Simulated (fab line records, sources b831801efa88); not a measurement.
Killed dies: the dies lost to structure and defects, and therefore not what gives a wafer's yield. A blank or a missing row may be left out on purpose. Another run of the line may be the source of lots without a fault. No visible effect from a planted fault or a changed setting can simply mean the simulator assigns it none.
Matching of chambers | flow gf180mcu | GF_SAB_CVD_00 on pecvd-02: 3 sister chambers
The step deposits SiO2 from TEOS, target thk 50 nm, time 4.9302 s. 3 wafers are shown with their chamber, then 7 later ones without.

## WAFERS, EACH WITH ITS CHAMBER
wafer  | chamber | heater power w (W)
L994.4 | 0       | 809
L995.1 | 1       | 619
L995.3 | 2       | 495

## WAFERS WHOSE CHAMBER IS MISSING
wafer  | heater power w (W)
L995.6 | 721
L996.3 | 558
L996.4 | 816
L996.6 | 580
L998.2 | 629
L998.3 | 554
L998.4 | 564

## THE CHAMBER EACH PASSED THROUGH
wafer  | from the rows above     | in truth
L995.6 | can't be placed: 0 or 1 | 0
L996.3 | can't be placed: 1 or 2 | 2
L996.4 | 0                       | 0
L996.6 | can't be placed: 1 or 2 | 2
L998.2 | 1                       | 1
L998.3 | can't be placed: 2 or 1 | 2
L998.4 | can't be placed: 1 or 2 | 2
Correctly placed: 2 of 7. Cannot be placed on the basis of these rows: 5; the candidates contain the true chamber in 5. Number placed wrongly: 0.
How it was worked out, from the rows above alone: a wafer's distance from a chamber is the root of the sum, over the readings, of the square of ((its reading less the chamber's mean) divided by the reading's scatter). The wafer belongs to the nearest chamber; if the next one is less than 2 further off, it can't be placed. For every chamber, the mean is computed from those of its wafers that are shown. The scatter: root of mean squared gap, hidden wafer to nearest shown wafer, with one shown wafer a chamber.
